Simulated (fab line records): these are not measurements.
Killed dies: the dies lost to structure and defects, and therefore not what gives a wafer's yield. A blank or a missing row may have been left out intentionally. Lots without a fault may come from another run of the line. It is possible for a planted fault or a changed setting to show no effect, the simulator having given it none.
Matching of chambers || flow gf180mcu || 4 sister chambers for GF_V3_ETCH_17 on rie diel-03
The step etches SiO2 in C4F8/O2/Ar, stops on TiN, target depth 635 nm. 8 wafers are shown with their chamber, then 7 later ones without.

## WAFERS PAIRED WITH THEIR CHAMBERS
{"wafer": "L878.3", "chamber": 2, "oes product au (a.u.)": 0.858, "bias w (W)": 1196}
{"wafer": "L882.3", "chamber": 3, "oes product au (a.u.)": 0.854, "bias w (W)": 1199}
{"wafer": "L882.6", "chamber": 3, "oes product au (a.u.)": 0.848, "bias w (W)": 1197}
{"wafer": "L883.3", "chamber": 2, "oes product au (a.u.)": 0.861, "bias w (W)": 1205}
{"wafer": "L884.1", "chamber": 0, "oes product au (a.u.)": 0.851, "bias w (W)": 1201}
{"wafer": "L884.5", "chamber": 1, "oes product au (a.u.)": 0.855, "bias w (W)": 1207}
{"wafer": "L888.1", "chamber": 0, "oes product au (a.u.)": 0.858, "bias w (W)": 1201}
{"wafer": "L888.5", "chamber": 1, "oes product au (a.u.)": 0.853, "bias w (W)": 1198}

## WAFERS WITHOUT THEIR CHAMBER
{"wafer": "L888.6", "oes product au (a.u.)": 0.855, "bias w (W)": 1195}
{"wafer": "L893.3", "oes product au (a.u.)": 0.862, "bias w (W)": 1198}
{"wafer": "L893.5", "oes product au (a.u.)": 0.856, "bias w (W)": 1199}
{"wafer": "L893.6", "oes product au (a.u.)": 0.849, "bias w (W)": 1200}
{"wafer": "L895.1", "oes product au (a.u.)": 0.858, "bias w (W)": 1206}
{"wafer": "L895.3", "oes product au (a.u.)": 0.849, "bias w (W)": 1202}
{"wafer": "L895.4", "oes product au (a.u.)": 0.855, "bias w (W)": 1202}

## WHICH CHAMBER EACH WENT THROUGH
{"wafer": "L888.6", "from the rows above": "can't be placed: 3 or 0 or 1 or 2", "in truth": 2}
{"wafer": "L893.3", "from the rows above": "can't be placed: 2 or 0 or 1", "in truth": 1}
{"wafer": "L893.5", "from the rows above": "can't be placed: 0 or 1 or 2 or 3", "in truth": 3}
{"wafer": "L893.6", "from the rows above": "can't be placed: 3 or 1 or 0", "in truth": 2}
{"wafer": "L895.1", "from the rows above": "can't be placed: 2 or 1 or 0 or 3", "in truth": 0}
{"wafer": "L895.3", "from the rows above": "can't be placed: 3 or 1 or 0 or 2", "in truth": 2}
{"wafer": "L895.4", "from the rows above": "can't be placed: 0 or 1 or 2 or 3", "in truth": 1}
Correct placement for 0 of the 7. Can't be placed from these rows: 7 (the true chamber is among the candidates in 6). Placed wrongly: 0.
How it was worked out, from the rows above alone: a wafer's distance from a chamber is the root of the sum, over the readings, of the square of ((its reading less the chamber's mean) divided by the reading's scatter). If the next closest chamber is less than 2 further off than the closest, the wafer can't be placed; otherwise it belongs to the closest. For every chamber, the mean is computed from those of its wafers that are shown. The scatter: take each reading less its chamber's mean, square it, sum over the shown wafers, divide by the number of wafers less the number of chambers, and take the root.
